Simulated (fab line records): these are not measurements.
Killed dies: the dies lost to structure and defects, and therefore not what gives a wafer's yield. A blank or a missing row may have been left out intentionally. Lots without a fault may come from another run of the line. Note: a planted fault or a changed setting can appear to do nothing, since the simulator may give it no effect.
Which of the tools did it? / flow sky130 / 12 lots, 36 wafers sampled, at 1 step of a route of 708

WHAT THE GAUGES READ, wafer by wafer
SKY_NWELL_OVL_MEAS_10.
lot=L075; measured=day 4 20:56; on=overlay-02; NWELL_00_OVL (nm)=-2.9 -3.8 -2.1
lot=L077; measured=day 5 10:29; on=overlay-02; NWELL_00_OVL (nm)=1.1 -1.3 0.9
lot=L079; measured=day 5 18:02; on=overlay-02; NWELL_00_OVL (nm)=-2.1 -3.0 -1.5
lot=L081; measured=day 6 01:23; on=overlay-02; NWELL_00_OVL (nm)=-2.7 -1.5 -2.2
lot=L083; measured=day 6 06:23; on=overlay-02; NWELL_00_OVL (nm)=-0.9 -1.5 -0.6
lot=L085; measured=day 6 09:52; on=overlay-02; NWELL_00_OVL (nm)=-3.8 -2.8 -2.4
lot=L087; measured=day 6 12:32; on=overlay-01; NWELL_00_OVL (nm)=2.5 0.7 -0.7
lot=L089; measured=day 10 21:25; on=overlay-01; NWELL_00_OVL (nm)=1.0 -1.6 0.5
lot=L091; measured=day 11 01:11; on=overlay-01; NWELL_00_OVL (nm)=-2.3 -1.7 -1.9
lot=L094; measured=day 11 02:43; on=overlay-02; NWELL_00_OVL (nm)=-1.2 -1.3 -1.3
lot=L095; measured=day 11 03:26; on=overlay-01; NWELL_00_OVL (nm)=-0.5 -0.5 1.3
lot=L096; measured=day 11 07:15; on=overlay-02; NWELL_00_OVL (nm)=-2.1 -2.5 -3.7

WHAT TOOL EACH LOT RAN ON (gives the tool, then ch and the chambers of the sampled wafers, and finally the start)
The record shows no process step preceding these readings.

THE ANSWER, worked out from the rows above alone
Rule: the usual values come from the lots themselves. The widest of any qualifying gaps counts: lots, ordered by their means at a reading, are off when they make up no more than a third of the lots, leave a main group of 4 or more, and stand apart from it by 3 or more times the standard deviation of that group's means. A main group whose means are all the same, to the digits that the tables above print for the reading, isn't used. A lot without any number at a reading at which 4 lots or more have one is off too. All remaining lots with rows at the step are treated as sound.
Nothing can be told from this: no lot is off at any reading shown.

WHAT WAS PUT IN BY THE SIMULATOR
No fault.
